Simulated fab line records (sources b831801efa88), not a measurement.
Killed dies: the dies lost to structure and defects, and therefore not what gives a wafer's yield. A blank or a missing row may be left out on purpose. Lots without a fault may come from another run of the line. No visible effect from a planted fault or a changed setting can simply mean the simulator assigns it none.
fab line records | flow sfq_line
record: lots: 6 | wafers: 18 | last_day: 80
route steps=325 shown M4@162 I4@163
lots untouched by any fault: they come from a run of this same line in which no faults occurred
start_h: hours from the record's opening day to when the first of the lot's shown wafers began | wait_h: hours elapsed since this lot's preceding step | " the same as in the row above | L1.1+2: a row that stands for several wafers | - value missing, or start not given | * or withheld: withheld | < > ~ a bound
route shown NAME@n: a module of which the file shows steps, and the number in the route of the first | usual: mean and standard deviation over wafers with no fault | same: alike in all rows | chamber/n: place in a boat | sites: per-site readings | _std_site: the standard deviation of these | _edge_site: outer sites' mean less inner sites' | radius_mm: how far each site lies from the wafer's centre | mask NAME#n: copy n | behind: the most recent tool/chamber to have shaped the wafer | hold: what put the lot on hold/how long, in hours/how the hold closed | device: transistor that didn't switch, given as n, p or np | end of line: tests run on the same wafers once the route is complete | a step given without rows: its recipe and nothing more | killed: count of dies lost to structure and defects at first sort (not the wafer's yield) | map: shows each die of a wafer: x if killed, . if not, _ if none is there
set.NAME: the setting as run; set.NAME@STEP: as run at that earlier step | model.NAME: the simulator's own value behind a step, which no gauge read
lots at some steps of the route; a table a step, a row a wafer
services: when a tool's chamber went out of use (start_h, in hours from the record's first day, below 0 if earlier), for how many hours, and the reason
== steps ==
step: SFQ_TRILAYER_M4_STRIP_SOLV_CLEAN_098
recipe: chemistry: NMP | temp_c: 70 | time_s: 600
step: SFQ_TRILAYER_I4_DEP_PECVD_099
recipe: material: SiO2 | temp_c: 150 | time_s: 111.11 | pressure_torr: 2.4 | rf_w: 183.3 | precursor: SiH4/N2O | target_thk_nm: 500
usual: heater_power_outer_w: 31/7.6 | heater_power_w: 83/14 | throttle_valve_pct: 24.7/1.1
lot.wafer | tool     | chamber | start_h | wait_h | heater_power_outer_w | heater_power_w | throttle_valve_pct
L148.2    | pecvd-04 | 1       | 822.37  | 0.0    | 47                   | 110            | 25.0
L148.3    | "        | 2       | "       | "      | 30                   | 73             | 24.8
L148.4    | "        | 2       | "       | "      | 33                   | 78             | 24.8
L155.1    | pecvd-04 | 2       | 880.45  | 0.0    | 38                   | 83             | 25.0
L155.2    | "        | 0       | "       | "      | 29                   | 85             | 25.8
L155.6    | "        | 2       | "       | "      | 27                   | 70             | 25.0
L156.1    | pecvd-04 | 1       | 890.82  | 0.0    | 49                   | 113            | 24.7
L156.2    | "        | 2       | "       | "      | 33                   | 77             | 25.2
L156.3    | "        | 0       | "       | "      | 22                   | 71             | 26.0
L166.1    | pecvd-01 | 0       | 948.77  | 0.0    | 26                   | 78             | 24.3
L166.4    | "        | 2       | "       | "      | 32                   | 80             | 24.7
L166.6    | "        | 1       | "       | "      | 26                   | 66             | 23.2
L167.1    | pecvd-04 | 2       | 953.53  | 0.0    | 30                   | 72             | 22.5
L167.3    | "        | 1       | "       | "      | 45                   | 110            | 21.9
L167.6    | "        | 0       | "       | "      | 32                   | 87             | 22.7
L169.1    | pecvd-03 | 0       | 959.55  | 0.0    | 36                   | 103            | 23.9
L169.3    | "        | 2       | "       | "      | 38                   | 94             | 25.9
L169.5    | "        | 1       | "       | "      | 25                   | 81             | 26.4
step: SFQ_TRILAYER_I4_CMP_CMP_100
recipe: material: SiO2 | down_force_psi: 3 | platen_rpm: 60 | pad_velocity_m_s: 0.94248
usual: head_pressure_psi: 3.000/0.0063 | motor_current_A: 10.1/0.57 | platen_rpm: 60.00/0.042 | time_to_endpoint_s: 214/11
lot.wafer | tool   | chamber | start_h | wait_h | head_pressure_psi | motor_current_A | platen_rpm | time_to_endpoint_s
L148.3    | cmp-01 | 3       | 880.88  | 58.5   | 3.002             | 10.8            | 60.02      | 221
L148.2    | "      | 0       | "       | "      | 2.986             | 8.9             | 60.04      | 233
L148.4    | "      | 2       | 882.38  | 59.9   | 2.990             | 10.4            | 59.96      | 226
L155.2    | cmp-02 | 2       | 942.21  | 61.7   | 3.000             | 9.4             | 59.99      | 202
L155.1    | "      | 1       | 943.71  | 63.2   | 3.002             | 10.0            | 59.97      | 230
L155.6    | "      | 3       | 944.71  | 64.2   | 3.001             | 10.4            | 59.97      | 211
L156.3    | cmp-01 | 0       | 950.39  | 59.5   | 3.009             | 9.9             | 60.01      | 218
L156.1    | "      | 1       | "       | "      | 3.000             | 10.5            | 60.02      | 200
L156.2    | "      | 3       | 951.89  | 61.0   | 2.995             | 11.4            | 60.04      | 212
L166.1    | cmp-01 | 1       | 1020.09 | 71.3   | 3.012             | 10.2            | 60.06      | 206
L166.4    | "      | 3       | 1021.09 | 72.2   | 3.001             | 11.1            | 59.99      | 211
L166.6    | "      | 1       | 1022.09 | 73.2   | 3.020             | 10.8            | 60.05      | 199
L167.1    | cmp-02 | 2       | 1024.70 | 71.1   | 3.002             | 9.0             | 59.99      | 215
L167.3    | "      | 0       | 1025.70 | 72.1   | 2.999             | 9.8             | 59.95      | 220
L167.6    | "      | 3       | 1027.20 | 73.6   | 3.004             | 9.7             | 60.00      | 213
L169.3    | cmp-01 | 2       | 1031.59 | 72.0   | 2.996             | 10.3            | 60.02      | 212
L169.1    | "      | 0       | 1032.59 | 73.0   | 2.998             | 9.7             | 59.99      | 218
L169.5    | "      | 3       | 1034.09 | 74.5   | 2.996             | 10.8            | 59.96      | 209
step: SFQ_I4_BOW_MEAS_927
recipe: mode: bow
usual: I4_BOW: 6/10
lot.wafer | tool          | chamber | start_h | wait_h | I4_BOW[um]
L148.2    | film_metro-02 | -       | 883.90  | 2.0    | 20
L148.3    | "             | -       | "       | "      | 14
L148.4    | "             | -       | "       | "      | 16
L155.1    | film_metro-03 | -       | 945.21  | 1.0    | 24
L155.2    | "             | -       | "       | "      | 9
L155.6    | "             | -       | "       | "      | 8
L156.1    | film_metro-02 | -       | 953.39  | 2.0    | 1
L156.2    | "             | -       | "       | "      | 8
L156.3    | "             | -       | "       | "      | 4
L166.1    | film_metro-03 | -       | 1022.59 | 2.0    | 18
L166.4    | "             | -       | "       | "      | 2
L166.6    | "             | -       | "       | "      | 15
L167.1    | film_metro-02 | -       | 1027.70 | 2.5    | 14
L167.3    | "             | -       | "       | "      | 11
L167.6    | "             | -       | "       | "      | 3
L169.1    | film_metro-01 | -       | 1034.59 | 1.5    | -8
L169.3    | "             | -       | "       | "      | 7
L169.5    | "             | -       | "       | "      | 0
step: SFQ_TRILAYER_I4_METRO_MEASURE_101
usual: thk_nm: 200.1/1.5
lot.wafer | tool          | chamber | start_h | wait_h | thk_nm
L148.2    | film_metro-02 | -       | 884.20  | 0.3    | 202.9
L148.3    | "             | -       | "       | "      | 200.0
L148.4    | "             | -       | "       | "      | 200.4
L155.1    | film_metro-03 | -       | 945.33  | 0.1    | 201.9
L155.2    | "             | -       | "       | "      | 199.1
L155.6    | "             | -       | "       | "      | 198.0
L156.1    | film_metro-02 | -       | 953.51  | 0.1    | 198.1
L156.2    | "             | -       | "       | "      | 198.4
L156.3    | "             | -       | "       | "      | 200.3
L166.1    | film_metro-03 | -       | 1022.71 | 0.1    | 199.1
L166.4    | "             | -       | "       | "      | 201.3
L166.6    | "             | -       | "       | "      | 197.9
L167.1    | film_metro-02 | -       | 1027.82 | 0.1    | 200.3
L167.3    | "             | -       | "       | "      | 201.3
L167.6    | "             | -       | "       | "      | 199.6
L169.1    | film_metro-01 | -       | 1034.71 | 0.1    | 202.1
L169.3    | "             | -       | "       | "      | 201.3
L169.5    | "             | -       | "       | "      | 199.2
step: SFQ_TRILAYER_I4_VIA_LITHO_COAT_108
recipe: resist: BARC | spin_rpm: 3000 | resist_thk_nm: 62
step: SFQ_TRILAYER_I4_VIA_LITHO_COAT_103
recipe: resist: KrF | spin_rpm: 3000 | resist_thk_nm: 650
step: SFQ_TRILAYER_I4_VIA_LITHO_SOFTBAKE_107
recipe: temp_c: withheld | time_s: withheld | resist: KrF
step: SFQ_TRILAYER_I4_VIA_LITHO_EXPOSE_104
recipe: mask_id: I4 | na: 0.6 | source_shape: conventional | sigma_outer: 0.65 | target_cd_nm: 700 | dose_mj: 21.3
step: SFQ_TRILAYER_I4_VIA_LITHO_PEB_106
recipe: peb_temp_c: 115 | peb_time_s: 60 | resist: KrF
step: SFQ_TRILAYER_I4_VIA_LITHO_DEVELOP_105
recipe: time_s: 60 | resist: KrF
step: SFQ_I4_OVL_MEAS_928
usual: I4_OVL: -1/4.8
lot.wafer | tool       | chamber | start_h | wait_h | I4_OVL[nm]
L148.2    | overlay-02 | -       | 966.33  | 0.1    | -5
L148.3    | "          | -       | "       | "      | -13
L148.4    | "          | -       | "       | "      | -3
L155.1    | overlay-02 | -       | 1040.26 | 0.1    | -3
L155.2    | "          | -       | "       | "      | -7
L155.6    | "          | -       | "       | "      | -4
L156.1    | overlay-01 | -       | 1047.46 | 0.1    | -4
L156.2    | "          | -       | "       | "      | -3
L156.3    | "          | -       | "       | "      | -9
L166.1    | overlay-01 | -       | 1139.32 | 0.1    | 4
L166.4    | "          | -       | "       | "      | -5
L166.6    | "          | -       | "       | "      | -4
L167.1    | overlay-01 | -       | 1145.32 | 0.1    | -1
L167.3    | "          | -       | "       | "      | -15
L167.6    | "          | -       | "       | "      | 1
L169.1    | overlay-02 | -       | 1156.12 | 0.1    | 6
L169.3    | "          | -       | "       | "      | 4
L169.5    | "          | -       | "       | "      | 2
step: SFQ_TRILAYER_I4_VIA_BARC_OPEN_VIA_ETCH_146
recipe: mask_material: PR | chemistry: O2 | target_depth_nm: 125 | target: BARC | source_w: 500 | bias_w: 80 | pressure_mtorr: 30 | time_s: 41.7
usual: bias_w: 79.98/0.23 | drypump_motor_current_A: 5.6/0.38 | oes_product_au: 0.685/0.005
lot.wafer | tool        | chamber | start_h | wait_h | bias_w | drypump_motor_current_A | oes_product_au | rf_hours_counter_h
L148.2    | rie_diel-03 | 2       | 966.36  | 0.0    | 80.07  | 5.7                     | 0.682          | 22
L148.3    | "           | 0       | "       | "      | 79.92  | 4.8                     | 0.676          | 12
L148.4    | "           | 1       | "       | "      | 80.27  | 5.4                     | 0.683          | 13
L155.1    | rie_diel-02 | 1       | 1040.30 | 0.0    | 75.32  | 5.4                     | 0.687          | 16
L155.2    | "           | 3       | "       | "      | 75.39  | 5.8                     | 0.682          | 1
L155.6    | "           | 3       | "       | "      | 75.09  | 5.8                     | 0.684          | -
L156.1    | rie_diel-02 | 2       | 1047.50 | 0.0    | 75.75  | 5.8                     | 0.682          | 9
L156.2    | "           | 0       | "       | "      | 75.36  | 6.1                     | 0.685          | 23
L156.3    | "           | 1       | "       | "      | 75.41  | 5.4                     | 0.695          | 16
L166.1    | rie_diel-02 | 1       | 1139.36 | 0.0    | 80.03  | 5.4                     | 0.689          | 17
L166.4    | "           | 0       | "       | "      | 80.31  | 6.0                     | 0.683          | 24
L166.6    | "           | 0       | "       | "      | 80.04  | 6.1                     | 0.692          | -
L167.1    | rie_diel-03 | 0       | 1145.36 | 0.0    | 80.31  | 4.8                     | 0.687          | 15
L167.3    | "           | 1       | "       | "      | 79.89  | 5.5                     | 0.676          | 16
L167.6    | "           | 3       | "       | "      | 79.85  | 5.9                     | 0.690          | -
L169.1    | rie_diel-01 | 0       | 1156.16 | 0.0    | 80.40  | 5.5                     | 0.687          | 2
L169.3    | "           | 2       | "       | "      | 80.09  | 5.8                     | 0.683          | 2
L169.5    | "           | 2       | "       | "      | 80.05  | 5.8                     | 0.689          | -
step: SFQ_TRILAYER_I4_VIA_ETCH_VIA_ETCH_106
recipe: target: SiO2 | stop_on: Nb | mask_material: PR | taper_deg: 20 | chemistry: CHF3 | target_depth_nm: 260 | source_w: 500 | bias_w: 80 | pressure_mtorr: 30 | time_s: withheld
usual: bias_w: 79.97/0.21 | drypump_motor_current_A: 5.6/0.38 | oes_product_au: 0.854/0.0054
lot.wafer | tool        | chamber | start_h | wait_h | bias_w | drypump_motor_current_A | oes_product_au
L148.2    | rie_diel-03 | 2       | 966.40  | 0.0    | 79.89  | 5.7                     | 0.860
L148.3    | "           | 0       | "       | "      | 79.95  | 4.8                     | 0.856
L148.4    | "           | 1       | "       | "      | 80.08  | 5.4                     | 0.852
L155.1    | rie_diel-02 | 1       | 1040.34 | 0.0    | 79.80  | 5.4                     | 0.858
L155.2    | "           | 3       | "       | "      | 80.26  | 5.8                     | 0.854
L155.6    | "           | 3       | "       | "      | 80.29  | 5.8                     | 0.853
L156.1    | rie_diel-02 | 2       | 1047.54 | 0.0    | 79.98  | 5.8                     | 0.851
L156.2    | "           | 0       | "       | "      | 80.26  | 6.0                     | 0.857
L156.3    | "           | 1       | "       | "      | 79.66  | 5.4                     | 0.850
L166.1    | rie_diel-02 | 1       | 1139.40 | 0.0    | 79.76  | 5.5                     | 0.849
L166.4    | "           | 0       | "       | "      | 79.87  | 6.1                     | 0.855
L166.6    | "           | 0       | "       | "      | 80.13  | 6.1                     | 0.852
L167.1    | rie_diel-03 | 0       | 1145.40 | 0.0    | 79.90  | 4.8                     | 0.850
L167.3    | "           | 1       | "       | "      | 80.40  | 5.4                     | 0.852
L167.6    | "           | 3       | "       | "      | 80.23  | 5.9                     | 0.863
L169.1    | rie_diel-01 | 0       | 1156.20 | 0.0    | 79.96  | 5.6                     | 0.856
L169.3    | "           | 2       | "       | "      | 79.84  | 5.8                     | 0.862
L169.5    | "           | 2       | "       | "      | 80.34  | 5.8                     | 0.851
== services ==
tool        | chamber | start_h | hours | kind
rie_diel-03 | -       | 829.15  | 1.7   | repair
pecvd-04    | 0       | 838.20  | 1.9   | repair
cmp-01      | -       | 854.15  | 2.7   | repair
rie_diel-02 | 1       | 865.56  | 18.4  | repair
rie_diel-03 | -       | 873.87  | 0.5   | repair
rie_diel-03 | 0       | 875.55  | 14.3  | repair
rie_diel-02 | 3       | 894.15  | 7.2   | repair
rie_diel-03 | 1       | 917.63  | 6.1   | repair
cmp-01      | -       | 919.39  | 4.0   | pm
rie_diel-02 | 0       | 921.85  | 3.4   | repair
rie_diel-02 | 2       | 923.87  | 5.3   | repair
pecvd-04    | -       | 933.25  | 14.0  | pm
pecvd-04    | -       | 935.09  | 1.5   | repair
pecvd-04    | -       | 940.09  | 2.9   | repair
rie_diel-02 | 2       | 961.93  | 11.3  | repair
rie_diel-02 | 1       | 969.71  | 8.2   | repair
cmp-01      | -       | 983.39  | 6.2   | pm
pecvd-04    | -       | 1073.55 | 0.3   | repair
cmp-01      | -       | 1081.70 | 0.5   | repair
pecvd-04    | 2       | 1128.08 | 4.1   | repair
rie_diel-03 | 2       | 1129.22 | 7.7   | repair
pecvd-04    | -       | 1141.90 | 1.6   | repair
pecvd-04    | -       | 1142.42 | 0.9   | repair
rie_diel-03 | -       | 1150.78 | 1.5   | repair
== key ==
first_sign: step: SFQ_TRILAYER_I4_VIA_BARC_OPEN_VIA_ETCH_146 | reading: bias_w | direction: down | sigmas: 20 | usual: 79.98 | struck: 75.39
effect none on later readings
met_at SFQ_TRILAYER_I4_VIA_BARC_OPEN_VIA_ETCH_146
struck_wafers L155.1,L155.2,L155.6,L156.1,L156.2,L156.3
fault: kind: process_parameter_drift | tool: rie_diel-02 | chamber: - | onset_h: 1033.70 | steps: SFQ_TRILAYER_I4_VIA_BARC_OPEN_VIA_ETCH_146 | channel: bias_w | offset: -4.4415 | shape: step | end_h: 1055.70 | acts_in: these_recipes_only | stated: 80
